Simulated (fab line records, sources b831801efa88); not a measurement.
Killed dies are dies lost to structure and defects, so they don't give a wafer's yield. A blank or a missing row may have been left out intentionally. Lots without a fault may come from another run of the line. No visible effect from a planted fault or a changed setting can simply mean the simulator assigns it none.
Matching of chambers :: flow sfq-line :: 4 sister chambers for SFQ_TRILAYER_I0_CMP_CMP_028 on cmp-02
The step polishes SiO2. 16 wafers are shown with their chamber, then 8 later ones without.

== WAFERS WITH THEIR CHAMBER ==
wafer: L423.3
chamber: 2
motor-current-A (A): 11.6
time-to-endpoint-s (s): 227

wafer: L423.4
chamber: 0
motor-current-A (A): 10.7
time-to-endpoint-s (s): 232

wafer: L423.5
chamber: 2
motor-current-A (A): 11.7
time-to-endpoint-s (s): 228

wafer: L427.2
chamber: 1
motor-current-A (A): 10.0
time-to-endpoint-s (s): 210

wafer: L427.3
chamber: 3
motor-current-A (A): 8.6
time-to-endpoint-s (s): 216

wafer: L427.5
chamber: 1
motor-current-A (A): 9.9
time-to-endpoint-s (s): 214

wafer: L434.3
chamber: 2
motor-current-A (A): 12.2
time-to-endpoint-s (s): 233

wafer: L434.5
chamber: 3
motor-current-A (A): 9.3
time-to-endpoint-s (s): 231

wafer: L434.6
chamber: 2
motor-current-A (A): 11.6
time-to-endpoint-s (s): 232

wafer: L435.1
chamber: 2
motor-current-A (A): 11.9
time-to-endpoint-s (s): 224

wafer: L435.2
chamber: 3
motor-current-A (A): 8.9
time-to-endpoint-s (s): 221

wafer: L435.4
chamber: 0
motor-current-A (A): 10.2
time-to-endpoint-s (s): 228

wafer: L436.1
chamber: 0
motor-current-A (A): 10.0
time-to-endpoint-s (s): 209

wafer: L436.3
chamber: 2
motor-current-A (A): 12.4
time-to-endpoint-s (s): 215

wafer: L436.4
chamber: 1
motor-current-A (A): 9.9
time-to-endpoint-s (s): 209

wafer: L438.3
chamber: 1
motor-current-A (A): 9.8
time-to-endpoint-s (s): 219

SIGNATURES (means of the wafers above)
reading: motor-current-A
chamber 0: 10.300
chamber 1: 9.900
chamber 2: 11.900
chamber 3: 8.933
scatter within a chamber: 0.301

reading: time-to-endpoint-s
chamber 0: 223.00
chamber 1: 213.00
chamber 2: 226.50
chamber 3: 222.67
scatter within a chamber: 7.61
Rule: distance of a wafer from a chamber = root of the sum over the readings of ((wafer's reading minus chamber's mean) / reading's scatter) squared. The wafer belongs to the nearest chamber; if the next one is less than 2 further off, it can't be placed. The scatter: take each reading less its chamber's mean, square it, sum over the shown wafers, divide by the number of wafers less the number of chambers, and take the root.

== WAFERS WHOSE CHAMBER IS MISSING ==
wafer: L438.1
motor-current-A (A): 9.1
time-to-endpoint-s (s): 213

wafer: L438.6
motor-current-A (A): 10.1
time-to-endpoint-s (s): 228

wafer: L441.2
motor-current-A (A): 8.7
time-to-endpoint-s (s): 206

wafer: L441.3
motor-current-A (A): 9.7
time-to-endpoint-s (s): 210

wafer: L441.5
motor-current-A (A): 9.1
time-to-endpoint-s (s): 209

wafer: L442.2
motor-current-A (A): 11.3
time-to-endpoint-s (s): 211

wafer: L442.3
motor-current-A (A): 9.6
time-to-endpoint-s (s): 217

wafer: L442.6
motor-current-A (A): 10.1
time-to-endpoint-s (s): 222

== WHICH CHAMBER EACH ONE RAN IN ==
wafer: L438.1
from the rows above: can't be placed: 3 or 1
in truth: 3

wafer: L438.6
from the rows above: can't be placed: 0 or 1
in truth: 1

wafer: L441.2
from the rows above: can't be placed: 3 or 1
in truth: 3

wafer: L441.3
from the rows above: can't be placed: 1 or 0
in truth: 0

wafer: L441.5
from the rows above: can't be placed: 3 or 1
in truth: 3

wafer: L442.2
from the rows above: can't be placed: 2 or 0 or 1
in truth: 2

wafer: L442.3
from the rows above: can't be placed: 1 or 3 or 0
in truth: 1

wafer: L442.6
from the rows above: can't be placed: 0 or 1
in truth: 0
Correct placement for 0 of the 8. Can't be placed from these rows: 8 (the true chamber is among the candidates in 8). 0 placed wrongly.
